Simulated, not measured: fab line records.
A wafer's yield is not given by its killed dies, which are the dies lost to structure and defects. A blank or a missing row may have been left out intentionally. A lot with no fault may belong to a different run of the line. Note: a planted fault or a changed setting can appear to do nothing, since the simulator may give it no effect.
The tool behind it: which one? / flow gf180mcu / Sampling: 6 lots, 18 wafers, 3 of 602 route steps

== WHAT THE GAUGES READ, wafer by wafer ==
GF_VT_IMPLANT_TW_MEAS_21.
lot=L174; measured=day 6 18:10; on=film_metro-04; VT_IMPLANT_2_TW=1220 1215 1220
lot=L177; measured=day 7 11:11; on=film_metro-03; VT_IMPLANT_2_TW=1207 1204 1211
lot=L179; measured=day 8 02:25; on=film_metro-02; VT_IMPLANT_2_TW=1206 1211 1201
lot=L187; measured=day 10 05:00; on=film_metro-04; VT_IMPLANT_2_TW=1126 1221 1213
lot=L189; measured=day 10 16:55; on=film_metro-02; VT_IMPLANT_2_TW=1210 1197 1202
lot=L194; measured=day 12 01:44; on=film_metro-03; VT_IMPLANT_2_TW=1211 1216 1221

== WHICH TOOL RAN EACH LOT (tool, then ch and the chambers of the sampled wafers, then the start) ==
lot=L174; GF_MVPSD_STRIP_10=plasma_asher-01 ch 0,1, day 5 10:40; GF_VT_IMPLANT_IMPLANT_19=implanter-03 ch 0, day 6 17:55
lot=L177; GF_MVPSD_STRIP_10=plasma_asher-04 ch 0,1, day 6 03:38; GF_VT_IMPLANT_IMPLANT_19=implanter-04 ch 0, day 7 10:58
lot=L179; GF_MVPSD_STRIP_10=plasma_asher-01 ch 0,1, day 6 16:25; GF_VT_IMPLANT_IMPLANT_19=implanter-03 ch 0, day 8 02:10
lot=L187; GF_MVPSD_STRIP_10=plasma_asher-04 ch 0,1, day 8 17:46; GF_VT_IMPLANT_IMPLANT_19=implanter-01 ch 0, day 10 04:43
lot=L189; GF_MVPSD_STRIP_10=plasma_asher-01 ch 0,1, day 9 04:37; GF_VT_IMPLANT_IMPLANT_19=implanter-03 ch 0, day 10 16:40
lot=L194; GF_MVPSD_STRIP_10=plasma_asher-01 ch 0,1, day 10 11:34; GF_VT_IMPLANT_IMPLANT_19=implanter-03 ch 0, day 12 01:29
- GF_MVPSD_STRIP_10: strips in O2/N2.
- GF_VT_IMPLANT_IMPLANT_19

== THE ANSWER, worked out from the rows above alone ==
Rule: what is usual is taken from the lots themselves. Put in order of their means at a reading, lots are off if they are a third of the lots or fewer, leave a main group of 4 or more, and stand apart from it by a gap of 3 or more times the standard deviation of the main group's means; of several such gaps the widest counts. A main group is skipped when, at the precision printed for the reading in the tables above, its means are all equal. Also off: a lot with no number at a reading for which 4 or more lots have one. Any other lot the step has rows for is counted as sound.
No lot is off at any reading shown: from this, nothing can be told.

== WHAT THE SIMULATOR PUT IN ==
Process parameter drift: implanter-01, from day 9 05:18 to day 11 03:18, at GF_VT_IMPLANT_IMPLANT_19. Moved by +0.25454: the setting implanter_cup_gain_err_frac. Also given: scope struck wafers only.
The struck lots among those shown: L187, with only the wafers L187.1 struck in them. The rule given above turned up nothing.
